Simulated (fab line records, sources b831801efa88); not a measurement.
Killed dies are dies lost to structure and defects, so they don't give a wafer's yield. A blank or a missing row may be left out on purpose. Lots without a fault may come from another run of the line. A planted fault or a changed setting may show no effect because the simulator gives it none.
fab line records | flow sky130
record lots=11 wafers=33 last_day=49
route steps=708 shown METAL3@535 CAPM@539 PAD_OPEN@708
lots that met no fault: from a run of the same line without faults
start_h: hours from the record's first day to the start of the lot's first wafer shown | wait_h: hours since the lot's step before | " the same as in the row above | L1.1+2: a row that stands for several wafers | - no value, or no start given | * or withheld: withheld | < > ~ a bound
route shown NAME@n: a module of which the file shows steps, and the number in the route of the first | usual: mean/standard deviation of fault-free wafers | same: alike in all rows | chamber/n: place in a boat | sites: the reading at each site | _std_site: their standard deviation | _edge_site: outer sites' mean less inner sites' | radius_mm: how far each site lies from the wafer's centre | mask NAME#n: copy n | behind: the tool/chamber that last shaped the wafer | hold: why the lot was held/for how many hours/how that ended | device: the transistor (n, p or np) that didn't switch | end of line: the same wafers' tests at the end of the route | a step without rows: its recipe alone | killed: dies lost to structure and defects at the first sort, not the wafer's yield | map: a wafer's dies, x killed, . not, _ none there
set.NAME: the setting as run; set.NAME@STEP: as run at that earlier step | model.NAME: the simulator's own value behind a step, which no gauge read
steps of the route over a sample of lots; a table a step, a row a wafer
services: from which hour (start_h, from the record's first day; less than 0 if before it) a tool's chamber was out of use, for how many hours, and why
## steps
# step SKY_METAL3_SPUTTER_03
# recipe material=Ti target_thk_nm=5 power_w=3000 time_s=3.3 chamber_pressure_pa=0.4
# usual throttle_valve_pct=30.4/0.86
# columns lot.wafer tool chamber start_h wait_h throttle_valve_pct
L403.2 pvd_sputter-01 - 857.97 0.0 30.1
L403.3 " - " " 30.9
L403.5 " - " " 30.6
L404.3 pvd_sputter-01 - 860.41 0.0 31.6
L404.4 " - " " 30.1
L404.6 " - " " 31.8
L407.3 pvd_sputter-04 - 884.87 0.0 31.0
L407.4 " - " " 31.1
L407.5 " - " " 31.0
L408.2 pvd_sputter-01 - 896.06 0.0 30.6
L408.4 " - " " 29.1
L408.6 " - " " 31.6
L409.2 pvd_sputter-03 - 904.16 0.0 30.1
L409.3 " - " " 29.5
L409.4 " - " " 30.6
L411.1 pvd_sputter-01 - 923.30 0.0 29.0
L411.4 " - " " 30.8
L411.5 " - " " 31.8
L414.2 pvd_sputter-03 - 941.55 0.0 29.6
L414.3 " - " " 30.9
L414.6 " - " " 30.6
L415.1 pvd_sputter-04 - 947.38 0.0 30.7
L415.3 " - " " 30.4
L415.6 " - " " 31.0
L421.1 pvd_sputter-04 - 983.70 0.0 30.7
L421.2 " - " " 31.2
L421.3 " - " " 31.1
L422.1 pvd_sputter-03 - 990.88 0.0 29.5
L422.2 " - " " 29.7
L422.4 " - " " 31.6
L423.1 pvd_sputter-03 - 996.17 0.0 29.1
L423.2 " - " " 30.8
L423.6 " - " " 30.8
# step SKY_METAL3_SPUTTER_04
# recipe material=TiN target_thk_nm=70 power_w=6500 time_s=58.3 chamber_pressure_pa=0.4
# usual throttle_valve_pct=30.5/0.83
# columns lot.wafer tool chamber start_h wait_h throttle_valve_pct
L403.2 pvd_sputter-01 - 857.98 0.0 30.3
L403.3 " - " " 30.5
L403.5 " - " " 30.9
L404.3 pvd_sputter-01 - 860.43 0.0 31.8
L404.4 " - " " 30.2
L404.6 " - " " 31.6
L407.3 pvd_sputter-04 - 884.89 0.0 31.1
L407.4 " - " " 30.7
L407.5 " - " " 30.9
L408.2 pvd_sputter-01 - 896.08 0.0 30.6
L408.4 " - " " 28.9
L408.6 " - " " 31.9
L409.2 pvd_sputter-03 - 904.18 0.0 29.4
L409.3 " - " " 29.6
L409.4 " - " " 30.7
L411.1 pvd_sputter-01 - 923.32 0.0 29.0
L411.4 " - " " 30.8
L411.5 " - " " 31.7
L414.2 pvd_sputter-03 - 941.56 0.0 29.5
L414.3 " - " " 30.8
L414.6 " - " " 30.7
L415.1 pvd_sputter-04 - 947.40 0.0 30.6
L415.3 " - " " 30.4
L415.6 " - " " 30.9
L421.1 pvd_sputter-04 - 983.72 0.0 30.9
L421.2 " - " " 31.1
L421.3 " - " " 31.0
L422.1 pvd_sputter-03 - 990.89 0.0 29.7
L422.2 " - " " 29.7
L422.4 " - " " 31.7
L423.1 pvd_sputter-03 - 996.19 0.0 29.4
L423.2 " - " " 30.8
L423.6 " - " " 30.7
# step SKY_CAPM_SPUTTER_02
# recipe material=TiN target_thk_nm=200 temp_c=300 power_w=6739 time_s=166.7 chamber_pressure_pa=0.4
# usual throttle_valve_pct=29.8/1
# columns lot.wafer tool chamber start_h wait_h throttle_valve_pct
L403.2 pvd_sputter-02 - 858.12 0.0 29.1
L403.3 " - " " 30.5
L403.5 " - " " 29.4
L404.3 pvd_sputter-03 - 860.56 0.0 29.8
L404.4 " - " " 29.3
L404.6 " - " " 29.5
L407.3 pvd_sputter-03 - 885.02 0.0 30.7
L407.4 " - " " 29.4
L407.5 " - " " 29.9
L408.2 pvd_sputter-02 - 896.21 0.0 29.3
L408.4 " - " " 29.5
L408.6 " - " " 29.5
L409.2 pvd_sputter-01 - 904.31 0.0 30.5
L409.3 " - " " 31.7
L409.4 " - " " 30.6
L411.1 pvd_sputter-03 - 923.45 0.1 29.6
L411.4 " - " " 29.6
L411.5 " - " " 30.9
L414.2 pvd_sputter-02 - 941.70 0.0 29.3
L414.3 " - " " 28.2
L414.6 " - " " 27.9
L415.1 pvd_sputter-02 - 947.53 0.1 28.1
L415.3 " - " " 29.7
L415.6 " - " " 29.5
L421.1 pvd_sputter-01 - 983.85 0.1 31.1
L421.2 " - " " 29.0
L421.3 " - " " 30.5
L422.1 pvd_sputter-02 - 991.02 0.1 27.8
L422.2 " - " " 29.6
L422.4 " - " " 30.7
L423.1 pvd_sputter-02 - 996.32 0.1 29.4
L423.2 " - " " 27.9
L423.6 " - " " 29.6
# step SKY_METAL3_METAL_ETCH_18
# recipe target_depth_a=8450 stop_on=SiO2 over_etch_frac=0.3 time_s=183.1 chemistry=Cl2/BCl3 resist_sidewall_deg=88 pressure_mtorr=10 icp_w=900 bias_w=48.5 Cl2_flow_sccm=60 bcl3_flow_sccm=30
# usual drypump_motor_current_A=5.8/0.39 he_backside_leak_sccm=3.3/0.33 oes_product_au=0.865/0.0073 run_length_s=211.2/0.33 throttle_valve_pct=22.264/0.0097
# columns lot.wafer tool chamber start_h wait_h drypump_motor_current_A he_backside_leak_sccm oes_product_au rf_hours_counter_h run_length_s throttle_valve_pct
L403.2 rie_metal-01 1 911.10 0.1 6.0 6.0 0.866 - 211.0 22.267
L403.3 " 1 " " 6.0 3.5 0.861 - 211.8 22.265
L403.5 " 1 " " 6.0 3.4 0.864 - 211.2 22.254
L404.3 rie_metal-02 0 912.83 0.1 5.3 3.2 0.870 - 211.2 22.278
L404.4 " 0 " " 5.3 3.4 0.857 - 210.9 22.274
L404.6 " 0 " " 5.3 3.3 0.865 - 211.0 22.262
L407.3 rie_metal-04 1 936.38 0.1 6.4 3.0 0.859 - 210.9 22.260
L407.4 " 1 " " 6.4 3.0 0.872 - 210.6 22.262
L407.5 " 1 " " 6.4 3.0 0.870 - 211.2 22.265
L408.2 rie_metal-01 1 947.86 0.0 6.0 3.7 0.865 5 211.2 22.282
L408.4 " 1 " " 6.0 3.4 0.862 - 211.3 22.250
L408.6 " 0 " " 5.5 3.0 0.861 - 211.4 22.244
L409.2 rie_metal-02 1 955.21 0.0 5.6 3.3 0.867 13 211.4 22.266
L409.3 " 0 " " 5.3 3.6 0.864 - 211.0 22.255
L409.4 " 1 " " 5.6 3.5 0.857 - 210.9 22.248
L411.1 rie_metal-01 1 973.59 0.0 6.0 3.6 1.003 7 187.2 22.280
L411.4 " 0 " " 5.5 3.2 1.006 - 187.0 22.264
L411.5 " 0 " " 5.5 3.2 1.001 - 187.3 22.284
L414.2 rie_metal-04 0 990.66 0.0 5.7 3.2 0.848 3 211.3 22.261
L414.3 " 1 " " 6.4 3.1 0.855 - 210.7 22.267
L414.6 " 0 " " 5.7 3.2 0.846 - 211.4 22.263
L415.1 rie_metal-01 1 997.01 0.0 6.0 3.4 1.005 8 187.4 22.272
L415.3 " 0 " " 5.5 3.1 1.008 - 187.3 22.264
L415.6 " 1 " " 6.0 3.3 1.008 - 187.1 22.258
L421.1 rie_metal-02 1 1030.70 0.0 5.6 3.5 0.862 17 211.0 22.260
L421.2 " 0 " " 5.3 3.4 0.857 13 210.9 22.260
L421.3 " 1 " " 5.6 3.5 0.861 - 211.3 22.259
L422.1 rie_metal-04 0 1037.91 0.0 5.7 3.3 0.862 5 211.3 22.276
L422.2 " 1 " " 6.4 3.1 0.862 12 210.9 22.257
L422.4 " 1 " " 6.4 3.1 0.863 - 211.0 22.268
L423.1 rie_metal-02 1 1042.30 0.0 5.6 3.2 0.851 18 211.0 22.250
L423.2 " 0 " " 5.3 3.7 0.860 14 210.9 22.268
L423.6 " 0 " " 5.3 3.8 0.854 - 210.9 22.270
# step SKY_METAL3_STRIP_19
# recipe chemistry=O2/N2 power_w=1400 pressure_mtorr=1500 platen_temp_c=withheld o2_flow_sccm=3000 n2_flow_sccm=300 overash_fraction=0.5
# usual drypump_motor_current_A=5.8/0.48 oes_product_au=0.501/0.0055 strip_time_to_endpoint_s=6.52/0.072
# same overash_fraction=0.5
# columns lot.wafer tool chamber start_h wait_h drypump_motor_current_A oes_product_au rf_hours_counter_h strip_time_to_endpoint_s
L403.2 plasma_asher-04 0 911.40 0.2 6.4 0.496 17 6.41
L403.3 " 0 " " 6.4 0.500 - 6.48
L403.5 " 1 " " 6.5 0.495 - 6.45
L404.3 plasma_asher-03 1 913.10 0.2 5.3 0.512 - 6.58
L404.4 " 0 " " 6.4 0.504 - 6.60
L404.6 " 0 " " 6.4 0.501 - 6.52
L407.3 plasma_asher-02 0 936.65 0.2 5.4 0.500 - 6.55
L407.4 " 1 " " 5.7 0.505 - 6.57
L407.5 " 1 " " 5.6 0.503 - 6.50
L408.2 plasma_asher-03 0 948.04 0.1 6.4 0.502 115 6.55
L408.4 " 0 " " 6.4 0.496 - 6.54
L408.6 " 0 " " 6.4 0.498 - 6.59
L409.2 plasma_asher-02 1 955.39 0.1 5.7 0.500 73 6.67
L409.3 " 1 " " 5.7 0.503 - 6.57
L409.4 " 0 " " 5.4 0.503 - 6.62
L411.1 plasma_asher-03 1 973.77 0.1 5.3 0.530 118 7.15
L411.4 " 0 " " 6.4 0.532 - 7.19
L411.5 " 1 " " 5.3 0.529 - 7.14
L414.2 plasma_asher-04 0 990.84 0.1 6.4 0.501 22 6.53
L414.3 " 1 " " 6.5 0.499 - 6.60
L414.6 " 1 " " 6.5 0.509 - 6.57
L415.1 plasma_asher-03 0 997.18 0.1 6.4 0.524 120 7.16
L415.3 " 1 " " 5.3 0.525 - 7.05
L415.6 " 1 " " 5.3 0.526 - 7.12
L421.1 plasma_asher-02 1 1030.87 0.1 5.7 0.505 81 6.53
L421.2 " 0 " " 5.4 0.508 81 6.53
L421.3 " 1 " " 5.7 0.502 - 6.54
L422.1 plasma_asher-03 0 1038.09 0.1 6.4 0.502 125 6.53
L422.2 " 1 " " 5.3 0.502 125 6.56
L422.4 " 1 " " 5.3 0.509 - 6.59
L423.1 plasma_asher-02 0 1042.47 0.1 5.4 0.501 82 6.53
L423.2 " 1 " " 5.7 0.502 82 6.51
L423.6 " 0 " " 5.4 0.498 - 6.55
# step SKY_PAD_OPEN_PROBE_99
# usual defect_limited_yield=82.6/1.9 killed_at_M0_to_M3=43/6.5 killed_at_M4_up=3.2/1.8 killed_at_contacts=24/5 killed_at_front_end=15/4.1 killed_at_other=0.3/0.54 killed_dies=85/9.3 killed_open=47/7.2 killed_short=39/5.9 sort_bin_3_pad_short=0.9/0.4 sort_bin_5_function=10.3/1.5 sort_bin_6_memory=6.2/1.2 sort_n_pass=407/9.3 sort_yield_pct=82.6/1.9
# same gross_dies=492 killed_at_back_side=0 sort_bin_4_leakage[%]=0 sort_bin_8_speed[%]=0
# columns lot.wafer tool chamber start_h wait_h defect_limited_yield[%] killed_at_M0_to_M3 killed_at_M4_up killed_at_contacts killed_at_front_end killed_at_other killed_dies killed_open killed_short sort_bin_3_pad_short[%] sort_bin_5_function[%] sort_bin_6_memory[%] sort_n_pass sort_yield_pct[%]
L403.2 prober-01 - 1083.61 0.1 83.3 38 2 31 11 0 82 43 38 1.4 9.6 5.7 410 83.3
L403.3 prober-01 - 1083.66 0.2 81.5 49 2 29 11 0 91 52 38 0.6 12.6 5.3 401 81.5
L403.5 prober-01 - 1083.76 0.2 81.7 46 5 22 17 0 90 54 36 0.4 11.8 6.1 402 81.7
L404.3 prober-02 - 1085.44 0.2 79.9 48 2 28 20 1 99 66 33 0.8 13.4 5.9 393 79.9
L404.4 prober-02 - 1085.49 0.2 80.1 48 3 26 21 0 98 51 47 0.8 11.8 7.3 394 80.1
L404.6 prober-02 - 1085.59 0.2 80.5 52 4 26 14 0 96 54 42 0.6 12.2 6.7 396 80.5
L407.3 prober-01 - 1104.28 0.2 80.5 48 5 28 15 0 96 48 48 0.8 11.4 7.3 396 80.5
L407.4 prober-01 - 1104.33 0.2 79.7 45 3 26 24 2 100 48 50 1.0 11.2 8.1 392 79.7
L407.5 prober-01 - 1104.38 0.2 83.1 39 9 22 13 0 83 49 32 1.0 10.4 5.5 409 83.1
L408.2 prober-02 - 1114.49 0.1 82.9 46 3 25 10 0 84 40 44 1.4 10.2 5.5 408 82.9
L408.4 prober-02 - 1114.59 0.2 84.1 39 1 22 16 0 78 35 43 1.0 8.5 6.3 414 84.1
L408.6 prober-02 - 1114.69 0.2 78.9 45 3 38 18 0 104 63 40 1.4 12.0 7.7 388 78.9
L409.2 prober-01 - 1119.97 0.1 84.1 44 3 19 11 1 78 41 36 1.2 9.6 5.1 414 84.1
L409.3 prober-01 - 1120.02 0.2 83.3 41 2 21 17 1 82 46 35 0.4 8.1 8.1 410 83.3
L409.4 prober-01 - 1120.07 0.2 82.9 40 4 17 23 0 84 49 35 0.4 11.6 5.1 408 82.9
L411.1 prober-01 - 1134.20 0.1 83.5 43 2 23 13 0 81 53 28 0 11.2 5.3 411 83.5
L411.4 prober-01 - 1134.35 0.2 81.5 41 4 25 21 0 91 48 42 0.6 12.8 5.1 401 81.5
L411.5 prober-01 - 1134.40 0.2 79.7 54 5 26 15 0 100 52 47 1.2 10.8 8.3 392 79.7
L414.2 prober-02 - 1146.75 0.1 80.1 52 1 29 16 0 98 55 43 0.8 10.0 9.1 394 80.1
L414.3 prober-02 - 1146.80 0.2 86.2 33 4 17 14 0 68 39 29 0.4 9.6 3.9 424 86.2
L414.6 prober-02 - 1146.95 0.2 81.3 50 3 22 17 0 92 47 45 1.4 11.6 5.7 400 81.3
L415.1 prober-01 - 1152.46 0.1 80.1 51 3 22 21 1 98 48 50 1.0 12.2 6.7 394 80.1
L415.3 prober-01 - 1152.56 0.2 84.8 34 5 21 14 1 75 44 30 0.6 10.0 4.7 417 84.8
L415.6 prober-01 - 1152.71 0.2 81.3 45 2 26 19 0 92 59 33 0 11.6 7.1 400 81.3
L421.1 prober-01 - 1178.99 0.1 82.1 42 2 30 14 0 88 45 43 0.2 10.6 7.1 404 82.1
L421.2 prober-01 - 1179.04 0.1 83.1 45 3 27 8 0 83 45 38 0.6 9.6 6.7 409 83.1
L421.3 prober-01 - 1179.09 0.2 83.5 35 5 29 11 1 81 38 43 1.4 8.5 6.5 411 83.5
L422.1 prober-02 - 1184.23 0.1 84.6 37 3 16 18 2 76 41 35 0.2 9.1 6.1 416 84.6
L422.2 prober-02 - 1184.28 0.1 81.9 43 4 27 15 0 89 44 45 1.4 8.7 7.9 403 81.9
L422.4 prober-02 - 1184.38 0.2 80.1 50 6 27 15 0 98 59 39 0.8 12.6 6.5 394 80.1
L423.1 prober-01 - 1186.38 0.1 82.5 37 2 27 20 0 86 52 34 1.0 11.0 5.5 406 82.5
L423.2 prober-01 - 1186.43 0.1 81.7 35 6 26 23 0 90 48 42 0.4 12.0 5.9 402 81.7
L423.6 prober-01 - 1186.63 0.2 81.1 47 4 22 19 1 93 56 37 0.6 11.0 7.3 399 81.1
# killed by level:class
L403.2 CONTACT:geometric_particle:open=11 VIA1:geometric_particle:open=9 LI_CONTACT:geometric_particle:open=8 METAL2:geometric_particle:short=7 VIA2:geometric_particle:open=5 LI_CONTACT:geometric_particle:short=4 LOCAL_INTERCONNECT:geometric_particle:short=4 CONTACT:geometric_particle:short=4
L403.3 VIA1:geometric_particle:open=15 CONTACT:geometric_particle:open=14 VIA2:geometric_particle:open=7 VIA3:geometric_particle:open=6 LOCAL_INTERCONNECT:geometric_particle:short=5 CONTACT:geometric_particle:short=5 VIA1:geometric_particle:short=4 METAL2:geometric_particle:short=4
L403.5 VIA1:geometric_particle:open=11 VIA2:geometric_particle:open=11 CONTACT:geometric_particle:open=6 FIELD_ISO:geometric_particle:open=5 FIELD_ISO:geometric_particle:short=5 LI_CONTACT:geometric_particle:open=5 CONTACT:geometric_particle:short=5 VIA1:geometric_particle:short=5
L404.3 VIA1:geometric_particle:open=17 CONTACT:geometric_particle:open=15 VIA3:geometric_particle:open=9 VIA2:geometric_particle:open=6 FIELD_ISO:geometric_particle:open=5 POLY_GATE:geometric_particle:open=5 METAL1:geometric_particle:short=5 FIELD_ISO:geometric_particle:short=4
L404.4 VIA1:geometric_particle:open=12 VIA1:geometric_particle:short=9 VIA2:geometric_particle:open=9 CONTACT:geometric_particle:open=9 FIELD_ISO:geometric_particle:short=8 LI_CONTACT:geometric_particle:open=7 VIA3:geometric_particle:open=6 POLY_GATE:geometric_particle:short=4
L404.6 VIA1:geometric_particle:open=13 CONTACT:geometric_particle:open=12 VIA2:geometric_particle:open=8 VIA3:geometric_particle:open=7 METAL1:geometric_particle:short=7 METAL2:geometric_particle:short=7 LOCAL_INTERCONNECT:geometric_particle:short=4 FIELD_ISO:geometric_particle:open=3
L407.3 VIA1:geometric_particle:open=10 METAL1:geometric_particle:short=9 CONTACT:geometric_particle:open=8 LI_CONTACT:geometric_particle:open=8 VIA3:geometric_particle:short=6 CONTACT:geometric_particle:short=5 FIELD_ISO:geometric_particle:short=4 LI_CONTACT:geometric_particle:short=4
L407.4 CONTACT:geometric_particle:open=11 VIA1:geometric_particle:open=10 METAL2:geometric_particle:short=8 METAL1:geometric_particle:short=7 FIELD_ISO:geometric_particle:short=6 CONTACT:geometric_particle:short=6 POLY_GATE:geometric_particle:short=5 LI_CONTACT:geometric_particle:open=5
L407.5 VIA1:geometric_particle:open=8 VIA2:geometric_particle:open=8 LI_CONTACT:geometric_particle:open=6 LOCAL_INTERCONNECT:geometric_particle:short=5 CONTACT:geometric_particle:open=5 METAL2:geometric_particle:short=5 VIA3:geometric_particle:open=5 METAL4:geometric_particle:short=5
L408.2 VIA1:geometric_particle:open=7 VIA2:geometric_particle:open=6 CONTACT:geometric_particle:open=6 VIA3:geometric_particle:open=6 VIA1:geometric_particle:short=6 VIA2:geometric_particle:short=6 LI_CONTACT:geometric_particle:open=5 CONTACT:geometric_particle:short=5
L408.4 LI_CONTACT:geometric_particle:open=8 FIELD_ISO:geometric_particle:short=7 VIA3:geometric_particle:open=7 METAL2:geometric_particle:short=7 METAL1:geometric_particle:short=6 LI_CONTACT:geometric_particle:short=4 CONTACT:geometric_particle:short=4 VIA1:geometric_particle:open=4
L408.6 CONTACT:geometric_particle:open=13 VIA1:geometric_particle:open=10 CONTACT:geometric_particle:short=9 LI_CONTACT:geometric_particle:open=8 LOCAL_INTERCONNECT:geometric_particle:short=7 VIA3:geometric_particle:open=7 METAL2:geometric_particle:short=7 FIELD_ISO:geometric_particle:open=6
L409.2 VIA1:geometric_particle:open=13 CONTACT:geometric_particle:open=8 METAL2:geometric_particle:short=7 VIA2:geometric_particle:open=6 VIA1:geometric_particle:short=6 FIELD_ISO:geometric_particle:open=4 LI_CONTACT:geometric_particle:short=4 FIELD_ISO:geometric_particle:short=3
L409.3 VIA3:geometric_particle:open=9 CONTACT:geometric_particle:open=7 VIA1:geometric_particle:open=6 LI_CONTACT:geometric_particle:open=6 VIA2:geometric_particle:open=6 METAL1:geometric_particle:short=5 METAL3:geometric_particle:short=5 POLY_GATE:geometric_particle:open=4
L409.4 VIA3:geometric_particle:open=8 VIA1:geometric_particle:open=8 FIELD_ISO:geometric_particle:open=7 METAL1:geometric_particle:short=7 CONTACT:geometric_particle:open=7 POLY_GATE:geometric_particle:short=6 VIA2:geometric_particle:open=6 POLY_GATE:geometric_particle:open=5
L411.1 CONTACT:geometric_particle:open=11 VIA1:geometric_particle:open=10 VIA2:geometric_particle:open=7 VIA3:geometric_particle:open=7 FIELD_ISO:geometric_particle:open=6 LI_CONTACT:geometric_particle:open=5 METAL1:geometric_particle:short=5 FIELD_ISO:geometric_particle:short=3
L411.4 VIA1:geometric_particle:open=8 CONTACT:geometric_particle:short=7 CONTACT:geometric_particle:open=6 VIA2:geometric_particle:open=6 FIELD_ISO:geometric_particle:open=5 METAL1:geometric_particle:short=5 VIA1:geometric_particle:short=5 METAL2:geometric_particle:short=5
L411.5 VIA1:geometric_particle:open=16 VIA3:geometric_particle:open=12 CONTACT:geometric_particle:open=9 CONTACT:geometric_particle:short=7 SPACER:geometric_particle:short=6 METAL2:geometric_particle:short=6 VIA1:geometric_particle:short=5 VIA2:geometric_particle:open=5
L414.2 VIA1:geometric_particle:open=17 CONTACT:geometric_particle:open=13 VIA2:geometric_particle:open=7 FIELD_ISO:geometric_particle:short=5 CONTACT:geometric_particle:short=5 VIA2:geometric_particle:short=5 LI_CONTACT:geometric_particle:open=4 METAL2:geometric_particle:short=4
L414.3 VIA1:geometric_particle:open=10 FIELD_ISO:geometric_particle:short=6 LI_CONTACT:geometric_particle:open=6 CONTACT:geometric_particle:short=5 CONTACT:geometric_particle:open=5 METAL2:geometric_particle:short=5 VIA3:geometric_particle:open=5 POLY_GATE:geometric_particle:open=4
L414.6 VIA1:geometric_particle:open=13 CONTACT:geometric_particle:open=8 METAL1:geometric_particle:short=7 VIA2:geometric_particle:open=7 FIELD_ISO:geometric_particle:short=6 LOCAL_INTERCONNECT:geometric_particle:short=5 FIELD_ISO:geometric_particle:open=4 LI_CONTACT:geometric_particle:open=4
L415.1 VIA1:geometric_particle:open=11 FIELD_ISO:geometric_particle:short=8 CONTACT:geometric_particle:open=7 VIA3:geometric_particle:open=7 LOCAL_INTERCONNECT:geometric_particle:short=6 VIA1:geometric_particle:short=6 METAL1:geometric_particle:short=5 POLY_GATE:geometric_particle:open=5
L415.3 CONTACT:geometric_particle:open=8 VIA1:geometric_particle:open=7 LI_CONTACT:geometric_particle:open=6 FIELD_ISO:geometric_particle:open=5 VIA1:geometric_particle:short=4 METAL1:geometric_particle:short=4 FIELD_ISO:geometric_particle:short=3 METAL2:geometric_particle:short=3
L415.6 VIA1:geometric_particle:open=14 CONTACT:geometric_particle:open=10 VIA3:geometric_particle:open=9 VIA2:geometric_particle:open=6 FIELD_ISO:geometric_particle:open=5 POLY_GATE:geometric_particle:short=5 LI_CONTACT:geometric_particle:open=5 POLY_GATE:geometric_particle:open=4
L421.1 VIA1:geometric_particle:open=14 CONTACT:geometric_particle:open=9 LI_CONTACT:geometric_particle:open=9 METAL2:geometric_particle:short=7 LI_CONTACT:geometric_particle:short=5 CONTACT:geometric_particle:short=5 METAL1:geometric_particle:short=5 VIA2:geometric_particle:open=5
L421.2 VIA1:geometric_particle:open=11 CONTACT:geometric_particle:open=9 VIA2:geometric_particle:open=9 CONTACT:geometric_particle:short=7 METAL2:geometric_particle:short=4 LOCAL_INTERCONNECT:geometric_particle:short=4 METAL2:geometric_particle:open=4 VIA2:geometric_particle:short=4
L421.3 CONTACT:geometric_particle:open=12 LI_CONTACT:geometric_particle:open=8 VIA1:geometric_particle:short=7 VIA1:geometric_particle:open=6 METAL3:geometric_particle:short=5 POLY_GATE:geometric_particle:short=4 LI_CONTACT:geometric_particle:short=4 VIA2:geometric_particle:short=4
L422.1 VIA1:geometric_particle:open=9 METAL2:geometric_particle:short=7 CONTACT:geometric_particle:open=6 FIELD_ISO:geometric_particle:open=5 POLY_GATE:geometric_particle:open=4 VIA1:geometric_particle:short=4 CONTACT:geometric_particle:short=4 METAL2:geometric_particle:open=4
L422.2 VIA1:geometric_particle:open=12 CONTACT:geometric_particle:open=9 VIA1:geometric_particle:short=7 LI_CONTACT:geometric_particle:open=6 VIA3:geometric_particle:open=5 METAL2:geometric_particle:short=5 CONTACT:geometric_particle:short=5 VIA3:geometric_particle:short=5
L422.4 VIA1:geometric_particle:open=14 LI_CONTACT:geometric_particle:open=11 CONTACT:geometric_particle:open=7 FIELD_ISO:geometric_particle:short=6 VIA1:geometric_particle:short=6 VIA2:geometric_particle:open=6 FIELD_ISO:geometric_particle:open=5 VIA3:geometric_particle:open=5
L423.1 VIA1:geometric_particle:open=13 CONTACT:geometric_particle:open=12 FIELD_ISO:geometric_particle:short=7 VIA2:geometric_particle:open=6 METAL2:geometric_particle:short=6 POLY_GATE:geometric_particle:open=5 LI_CONTACT:geometric_particle:open=4 LOCAL_INTERCONNECT:geometric_particle:short=4
L423.2 VIA1:geometric_particle:open=9 CONTACT:geometric_particle:open=8 CONTACT:geometric_particle:short=8 VIA3:geometric_particle:open=8 POLY_GATE:geometric_particle:open=7 SPACER:geometric_particle:short=5 VIA2:geometric_particle:open=5 POLY_GATE:geometric_particle:short=4
L423.6 VIA1:geometric_particle:open=14 CONTACT:geometric_particle:open=9 POLY_GATE:geometric_particle:open=7 LI_CONTACT:geometric_particle:open=7 METAL1:geometric_particle:short=7 VIA3:geometric_particle:open=6 VIA2:geometric_particle:open=5 METAL2:geometric_particle:short=5
## services
# columns tool chamber start_h hours kind
pvd_sputter-04 3 839.86 - consumable_replace:kit
pvd_sputter-04 3 839.86 18.0 scheduled_down
pvd_sputter-04 3 839.86 18.0 vent_cycle
plasma_asher-04 - 870.97 3.5 repair
rie_metal-01 0 902.91 - clean
rie_metal-02 1 903.83 13.9 repair
pvd_sputter-03 1 913.41 - consumable_replace:kit
pvd_sputter-03 1 913.41 18.0 scheduled_down
pvd_sputter-03 1 913.41 18.0 vent_cycle
plasma_asher-04 - 920.69 20.8 repair
pvd_sputter-02 - 929.54 5.4 repair
pvd_sputter-01 - 930.89 0.5 repair
pvd_sputter-01 0 953.40 - consumable_replace:kit
pvd_sputter-01 0 953.40 18.0 scheduled_down
pvd_sputter-01 0 953.40 18.0 vent_cycle
plasma_asher-02 - 972.14 2.8 pm
rie_metal-02 1 985.15 4.3 repair
plasma_asher-04 - 995.83 14.6 pm
pvd_sputter-04 - 1001.93 8.5 repair
pvd_sputter-02 - 1011.57 13.5 repair
plasma_asher-04 - 1026.18 3.5 repair
pvd_sputter-04 2 1026.30 - consumable_replace:kit
pvd_sputter-04 2 1026.30 18.0 scheduled_down
pvd_sputter-04 2 1026.30 18.0 vent_cycle
## key
first_sign step=SKY_METAL3_METAL_ETCH_18 reading=run_length_s direction=down sigmas=73 usual=* struck=*
effect step=SKY_METAL3_METAL_ETCH_18 reading=oes_product_au direction=up sigmas=19 usual=0.865 struck=1.005
effect step=SKY_METAL3_STRIP_19 reading=strip_time_to_endpoint_s direction=up sigmas=8.5 usual=* struck=*
met_at SKY_METAL3_METAL_ETCH_18
struck_lots L411,L415
not_acting_at SKY_METAL3_SPUTTER_03,SKY_METAL3_SPUTTER_04,SKY_CAPM_SPUTTER_02
onset_between 947.86 973.59
fault kind=process_parameter_drift tool=rie_metal-01 chamber=- onset_h=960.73 steps=SKY_METAL3_METAL_ETCH_18 channel=time_s offset=* shape=step end_h=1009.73 acts_in=* stated=*
